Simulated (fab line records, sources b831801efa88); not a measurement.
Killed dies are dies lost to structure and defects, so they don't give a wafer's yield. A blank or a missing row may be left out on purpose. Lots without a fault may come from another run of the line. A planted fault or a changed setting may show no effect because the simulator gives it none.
fab line records | flow sfq_line
record lots=14 wafers=42 last_day=92
route steps=325 shown M0@29 I0@54 I1@73 I3@135
lots that met no fault: from a run of the same line without faults
start_h: hours from the record's first day to the start of the lot's first wafer shown | wait_h: hours since the lot's step before | " the same as in the row above | L1.1+2: a row that stands for several wafers | - no value, or no start given | * or withheld: withheld | < > ~ a bound
route shown NAME@n: a module of which the file shows steps, and the number in the route of the first | usual: mean/standard deviation of fault-free wafers | same: alike in all rows | chamber/n: place in a boat | sites: the reading at each site | _std_site: their standard deviation | _edge_site: outer sites' mean less inner sites' | radius_mm: how far each site lies from the wafer's centre | mask NAME#n: copy n | behind: the tool/chamber that last shaped the wafer | hold: why the lot was held/for how many hours/how that ended | device: the transistor (n, p or np) that didn't switch | end of line: the same wafers' tests at the end of the route | a step without rows: its recipe alone | killed: dies lost to structure and defects at the first sort, not the wafer's yield | map: a wafer's dies, x killed, . not, _ none there
set.NAME: the setting as run; set.NAME@STEP: as run at that earlier step | model.NAME: the simulator's own value behind a step, which no gauge read
steps of the route over a sample of lots; a table a step, a row a wafer
services: from which hour (start_h, from the record's first day; less than 0 if before it) a tool's chamber was out of use, for how many hours, and why
## steps
# step SFQ_TRILAYER_M0_DEP_SPUTTER_019
# recipe material=Nb base_pressure_pa=1.33e-06 chamber_pressure_pa=0.1333 substrate_temp_c=20 resputter_cathode_voltage_v=400 target_thk_nm=200 power_w=2000 time_s=133.3
# usual throttle_valve_pct=30.0/1.1
# columns lot.wafer tool chamber start_h wait_h throttle_valve_pct
L466.2 pvd_sputter-05 - 94.65 0.0 29.9
L466.5 " - " " 30.9
L466.6 " - " " 30.1
L467.2 pvd_sputter-03 - 97.05 0.0 31.7
L467.5 " - " " 29.7
L467.6 " - " " 28.7
L469.3 pvd_sputter-05 - 105.91 0.0 30.7
L469.4 " - " " 31.2
L469.6 " - " " 28.0
L470.4 pvd_sputter-03 - 106.95 0.0 31.7
L470.5 " - " " 31.7
L470.6 " - " " 30.5
L472.1 pvd_sputter-05 - 114.24 0.0 30.2
L472.2 " - " " 28.0
L472.4 " - " " 31.1
L473.2 pvd_sputter-05 - 116.64 0.0 31.0
L473.3 " - " " 28.5
L473.6 " - " " 29.9
L476.1 pvd_sputter-06 - 130.44 0.0 28.9
L476.4 " - " " 30.4
L476.6 " - " " 29.0
L477.1 pvd_sputter-06 - 134.64 0.0 31.6
L477.3 " - " " 30.3
L477.4 " - " " 28.7
L478.1 pvd_sputter-05 - 144.24 0.0 30.7
L478.3 " - " " 28.1
L478.6 " - " " 28.2
L479.3 pvd_sputter-06 - 150.25 0.0 29.0
L479.4 " - " " 28.8
L479.5 " - " " 28.6
L480.3 pvd_sputter-05 - 156.24 0.0 31.0
L480.5 " - " " 31.2
L480.6 " - " " 30.1
L484.1 pvd_sputter-06 - 175.40 0.0 29.0
L484.3 " - " " 28.8
L484.6 " - " " 30.3
L485.2 pvd_sputter-05 - 177.82 0.0 30.9
L485.5 " - " " 31.0
L485.6 " - " " 30.2
L488.3 pvd_sputter-05 - 207.38 0.0 30.9
L488.4 " - " " 30.2
L488.5 " - " " 28.2
# step SFQ_M0_RS_MEAS_904
# recipe thk_meas_gauge=four-point-probe reads=Nb_of_TRILAYER_M0_DEP_SPUTTER_019
# usual M0_NB_RS=0.893/0.01
# columns lot.wafer tool chamber start_h wait_h hold M0_NB_RS[ohm/sq]
L466.2 film_metro-01 - 94.76 0.1 - 0.906
L466.5 " - " " - 0.906
L466.6 " - " " - 0.910
L467.2 film_metro-01 - 97.16 0.1 - 0.884
L467.5 " - " " - 0.884
L467.6 " - " " - 0.893
L469.3 film_metro-03 - 106.04 0.1 - 0.895
L469.4 " - " " - 0.885
L469.6 " - " " - 0.889
L470.4 film_metro-01 - 107.10 0.1 - 0.886
L470.5 " - " " - 0.877
L470.6 " - " " - 0.898
L472.1 film_metro-01 - 114.33 0.0 - 0.889
L472.2 " - " " - 0.886
L472.4 " - " " - 0.864
L473.2 film_metro-02 - 116.75 0.1 - 0.898
L473.3 " - " " - 0.899
L473.6 " - " " - 0.906
L476.1 film_metro-02 - 130.53 0.0 - 0.913
L476.4 " - " " - 0.908
L476.6 " - " " - 0.920
L477.1 film_metro-02 - 134.73 0.0 - 0.907
L477.3 " - " " - 0.905
L477.4 " - " " - 0.903
L478.1 film_metro-03 - 144.33 0.0 - 0.903
L478.3 " - " " - 0.886
L478.6 " - " " - 0.891
L479.3 film_metro-03 - 150.38 0.1 - 0.899
L479.4 " - " " - 0.884
L479.5 " - " " - 0.890
L480.3 film_metro-01 - 156.37 0.1 - 0.892
L480.5 " - " " - 0.879
L480.6 " - " " - 0.892
L484.1 film_metro-02 - 175.50 0.0 - 0.899
L484.3 " - " " - 0.888
L484.6 " - " " - 0.895
L485.2 film_metro-03 - 177.93 0.1 await_dispo/0.2h/release 0.727
L485.5 " - " " await_dispo/0.2h/release 0.726
L485.6 " - " " await_dispo/0.2h/release 0.726
L485.2 film_metro-03 - 178.22 0.3 - 0.727
L485.5 " - " " - 0.723
L485.6 " - " " - 0.727
L488.3 film_metro-01 - 207.51 0.1 await_dispo/0.2h/release 0.717
L488.4 " - " " await_dispo/0.2h/release 0.726
L488.5 " - " " await_dispo/0.2h/release 0.724
L488.3 film_metro-01 - 207.80 0.3 - 0.719
L488.4 " - " " - 0.726
L488.5 " - " " - 0.723
# step SFQ_TRILAYER_M0_ETCH_METAL_ETCH_024
# recipe target=Nb stop_on=SiO2 mask_material=PR chemistry=Cl2/Ar target_depth_nm=240 icp_w=600 bias_w=80 pressure_mtorr=10 time_s=120
# usual drypump_motor_current_A=5.89/0.28 oes_product_au=0.892/0.0068
# columns lot.wafer tool chamber start_h wait_h drypump_motor_current_A oes_product_au rf_hours_counter_h
L466.2 rie_metal-02 0 130.21 0.0 5.48 0.887 102
L466.5 " 0 " " 5.46 0.883 -
L466.6 " 1 " " 6.31 0.886 -
L467.2 rie_metal-03 1 131.51 0.1 5.76 0.890 -
L467.5 " 1 " " 5.76 0.892 -
L467.6 " 1 " " 5.76 0.891 -
L469.3 rie_metal-04 1 139.85 0.1 6.19 0.881 -
L469.4 " 0 " " 5.78 0.892 -
L469.6 " 1 " " 6.20 0.883 -
L470.4 rie_metal-02 1 141.05 0.1 6.30 0.893 -
L470.5 " 0 " " 5.46 0.904 -
L470.6 " 1 " " 6.29 0.888 -
L472.1 rie_metal-03 0 148.21 0.0 5.91 0.900 1
L472.2 " 1 " " 5.73 0.899 146
L472.4 " 1 " " 5.73 0.906 -
L473.2 rie_metal-04 1 151.81 0.0 6.21 0.894 135
L473.3 " 1 " " 6.16 0.891 -
L473.6 " 1 " " 6.17 0.888 -
L476.1 rie_metal-04 1 167.21 0.0 6.14 0.877 137
L476.4 " 0 " " 5.73 0.885 -
L476.6 " 1 " " 6.16 0.877 -
L477.1 rie_metal-04 0 172.18 0.0 5.75 0.876 172
L477.3 " 0 " " 5.76 0.897 -
L477.4 " 1 " " 6.17 0.890 -
L478.1 rie_metal-03 1 179.38 0.0 5.76 0.885 152
L478.3 " 0 " " 5.88 0.892 -
L478.6 " 0 " " 5.90 0.893 -
L479.3 rie_metal-03 1 184.22 0.1 5.75 0.894 -
L479.4 " 0 " " 5.86 0.894 -
L479.5 " 0 " " 5.89 0.890 -
L480.3 rie_metal-02 1 193.82 0.1 6.29 0.891 -
L480.5 " 1 " " 6.30 0.902 -
L480.6 " 0 " " 5.47 0.888 -
L484.1 rie_metal-03 0 221.70 0.0 5.91 0.887 14
L484.3 " 1 " " 5.74 0.893 -
L484.6 " 0 " " 5.89 0.891 -
L485.2 rie_metal-04 1 225.40 0.1 6.15 0.987 -
L485.5 " 1 " " 6.16 0.993 -
L485.6 " 1 " " 6.16 0.992 -
L488.3 rie_metal-03 0 244.54 0.1 5.93 0.990 -
L488.4 " 1 " " 5.76 0.994 -
L488.5 " 0 " " 5.93 1.000 -
# step SFQ_TRILAYER_I0_VIA_BARC_OPEN_VIA_ETCH_046
# recipe mask_material=PR chemistry=O2 target_depth_nm=125 target=BARC source_w=500 bias_w=80 pressure_mtorr=30 time_s=41.7
# usual drypump_motor_current_A=5.9/0.43 oes_product_au=0.685/0.0052
# columns lot.wafer tool chamber start_h wait_h drypump_motor_current_A oes_product_au rf_hours_counter_h
L466.2 rie_diel-03 0 215.67 0.0 5.3 0.685 147
L466.5 " 0 " " 5.3 0.686 -
L466.6 " 3 " " 5.6 0.687 -
L467.2 rie_diel-02 3 216.87 0.0 5.6 0.688 2
L467.5 " 2 " " 6.0 0.684 -
L467.6 " 1 " " 5.6 0.678 -
L469.3 rie_diel-01 3 224.07 0.0 6.7 0.683 91
L469.4 " 2 " " 5.9 0.686 75
L469.6 " 2 " " 5.9 0.688 -
L470.4 rie_diel-01 3 227.67 0.0 6.7 0.676 91
L470.5 " 3 " " 6.7 0.672 -
L470.6 " 0 " " 5.6 0.685 -
L472.1 rie_diel-02 2 241.32 0.0 6.0 0.693 34
L472.2 " 3 " " 5.6 0.684 3
L472.4 " 1 " " 5.6 0.688 12
L473.2 rie_diel-01 1 246.12 0.0 5.4 0.692 104
L473.3 " 2 " " 5.9 0.684 76
L473.6 " 2 " " 5.9 0.685 -
L476.1 rie_diel-01 0 264.12 0.0 5.6 0.691 115
L476.4 " 2 " " 5.9 0.677 76
L476.6 " 2 " " 5.9 0.683 -
L477.1 rie_diel-03 3 269.67 0.0 5.6 0.679 73
L477.3 " 0 " " 5.3 0.682 0
L477.4 " 2 " " 5.9 0.698 2
L478.1 rie_diel-03 0 274.47 0.0 5.3 0.689 1
L478.3 " 1 " " 6.5 0.693 122
L478.6 " 0 " " 5.3 0.679 -
L479.3 rie_diel-02 3 280.47 0.0 5.6 0.686 3
L479.4 " 2 " " 6.1 0.683 34
L479.5 " 2 " " 6.0 0.687 -
L480.3 rie_diel-02 2 288.87 0.0 6.0 0.680 35
L480.5 " 3 " " 5.6 0.684 -
L480.6 " 2 " " 6.0 0.680 -
L484.1 rie_diel-01 3 320.07 0.0 6.7 0.690 93
L484.3 " 1 " " 5.4 0.694 106
L484.6 " 3 " " 6.7 0.685 -
L485.2 rie_diel-01 3 326.07 0.0 6.7 0.682 93
L485.5 " 3 " " 6.7 0.686 -
L485.6 " 0 " " 5.6 0.691 -
L488.3 rie_diel-01 1 346.57 0.0 5.4 0.679 106
L488.4 " 3 " " 6.6 0.686 94
L488.5 " 3 " " 6.6 0.694 -
# step SFQ_TRILAYER_I1_DEP_PECVD_045
# recipe material=SiO2 temp_c=150 time_s=111.11 pressure_torr=2.4 rf_w=183.3 precursor=SiH4/N2O target_thk_nm=500
# usual heater_power_w=87/17 throttle_valve_pct=23.5/0.98
# columns lot.wafer tool chamber start_h wait_h heater_power_w throttle_valve_pct
L466.2 pecvd-04 2 295.83 0.0 91 23.8
L466.5 " 2 " " 93 23.7
L466.6 " 0 " " 63 24.2
L467.2 pecvd-01 2 298.23 0.0 92 23.6
L467.5 " 2 " " 93 23.5
L467.6 " 0 " " 83 22.8
L469.3 pecvd-03 2 306.63 0.0 105 23.3
L469.4 " 0 " " 78 24.5
L469.6 " 2 " " 87 23.2
L470.4 pecvd-01 1 312.67 0.0 112 22.9
L470.5 " 0 " " 86 22.5
L470.6 " 2 " " 94 23.2
L472.1 pecvd-03 0 328.23 0.0 79 25.1
L472.2 " 1 " " 75 22.5
L472.4 " 2 " " 100 23.3
L473.2 pecvd-01 1 335.61 0.0 118 23.0
L473.3 " 0 " " 81 22.5
L473.6 " 0 " " 82 22.6
L476.1 pecvd-04 1 358.24 0.0 56 27.1
L476.4 " 2 " " 77 23.8
L476.6 " 0 " " 70 24.2
L477.1 pecvd-03 2 366.53 0.0 89 23.4
L477.3 " 0 " " 79 24.8
L477.4 " 1 " " 77 22.4
L478.1 pecvd-03 2 371.33 0.0 97 23.3
L478.3 " 0 " " 73 24.7
L478.6 " 2 " " 98 23.1
L479.3 pecvd-03 1 378.53 0.0 71 22.5
L479.4 " 1 " " 74 22.2
L479.5 " 0 " " 73 24.7
L480.3 pecvd-01 2 389.64 0.0 78 23.6
L480.5 " 0 " " 73 22.8
L480.6 " 2 " " 85 24.1
L484.1 pecvd-03 1 424.15 0.0 76 22.5
L484.3 " 2 " " 92 23.6
L484.6 " 1 " " 77 22.5
L485.2 pecvd-03 0 433.32 0.0 72 24.7
L485.5 " 1 " " 78 22.5
L485.6 " 0 " " 72 25.1
L488.3 pecvd-01 1 457.28 0.0 124 23.4
L488.4 " 1 " " 109 23.1
L488.5 " 2 " " 95 23.8
# step SFQ_I3_BOW_MEAS_922
# recipe mode=bow
# usual I3_BOW=3/8.5
# columns lot.wafer tool chamber start_h wait_h I3_BOW[um]
L466.2 film_metro-02 - 870.05 1.5 2
L466.5 " - " " 2
L466.6 " - " " 2
L467.2 film_metro-02 - 876.05 2.0 -4
L467.5 " - " " 5
L467.6 " - " " -5
L469.3 film_metro-02 - 888.41 2.0 5
L469.4 " - " " 19
L469.6 " - " " 7
L470.4 film_metro-01 - 898.61 1.1 -3
L470.5 " - " " 3
L470.6 " - " " -7
L472.1 film_metro-02 - 912.48 2.5 -7
L472.2 " - " " 11
L472.4 " - " " -6
L473.2 film_metro-01 - 917.90 2.0 6
L473.3 " - " " 10
L473.6 " - " " 5
L476.1 film_metro-04 - 940.80 1.5 -7
L476.4 " - " " 4
L476.6 " - " " -3
L477.1 film_metro-04 - 946.93 2.0 -4
L477.3 " - " " 5
L477.4 " - " " 7
L478.1 film_metro-01 - 958.93 1.0 -5
L478.3 " - " " -11
L478.6 " - " " -5
L479.3 film_metro-01 - 980.57 2.5 3
L479.4 " - " " 11
L479.5 " - " " 10
L480.3 film_metro-01 - 990.40 1.5 -1
L480.5 " - " " 0
L480.6 " - " " 0
L484.1 film_metro-02 - 1044.50 2.5 2
L484.3 " - " " -4
L484.6 " - " " 0
L485.2 film_metro-04 - 1065.12 1.0 16
L485.5 " - " " 27
L485.6 " - " " 8
L488.3 film_metro-01 - 1096.26 2.5 2
L488.4 " - " " 10
L488.5 " - " " 4
## services
# columns tool chamber start_h hours kind
rie_metal-04 - 82.32 2.8 pm
pvd_sputter-05 - 90.04 2.2 repair
rie_metal-03 - 107.02 0.4 repair
rie_diel-02 1 120.78 6.7 repair
rie_metal-04 0 128.13 6.3 repair
pvd_sputter-06 - 131.35 2.4 repair
pecvd-03 0 133.51 6.2 repair
rie_metal-04 - 139.01 0.4 repair
pvd_sputter-05 - 174.04 0.8 repair
pecvd-03 - 194.25 14.0 pm
rie_diel-01 3 204.68 4.6 repair
pvd_sputter-05 - 232.17 2.6 repair
pecvd-03 - 253.19 0.3 repair
rie_metal-04 0 268.14 3.3 repair
rie_diel-01 3 288.69 1.3 repair
rie_metal-03 - 297.03 14.6 pm
pecvd-03 - 336.21 1.2 repair
rie_metal-03 - 341.62 1.4 pm
rie_diel-01 1 356.55 1.4 repair
rie_metal-04 - 361.65 2.7 repair
rie_diel-01 2 373.12 24.5 repair
pecvd-03 0 395.24 5.2 repair
pecvd-01 - 423.81 6.0 pm
rie_metal-04 - 445.59 0.4 repair
## key
first_sign step=SFQ_M0_RS_MEAS_904 reading=visit direction=added
effect step=SFQ_M0_RS_MEAS_904 reading=M0_NB_RS direction=down sigmas=17 usual=0.893 struck=0.724
effect step=SFQ_TRILAYER_M0_ETCH_METAL_ETCH_024 reading=oes_product_au direction=up sigmas=15 usual=0.892 struck=0.992
met_at SFQ_TRILAYER_M0_DEP_SPUTTER_019
struck_lots L485,L488
not_acting_at SFQ_TRILAYER_I0_VIA_BARC_OPEN_VIA_ETCH_046,SFQ_TRILAYER_I1_DEP_PECVD_045,SFQ_I3_BOW_MEAS_922
onset_between 156.24 177.82
also_fits time
fault kind=process_parameter_drift tool=pvd_sputter-05 chamber=- onset_h=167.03 steps=SFQ_TRILAYER_M0_DEP_SPUTTER_019 channel=time_s offset=* shape=step end_h=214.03 acts_in=* stated=*
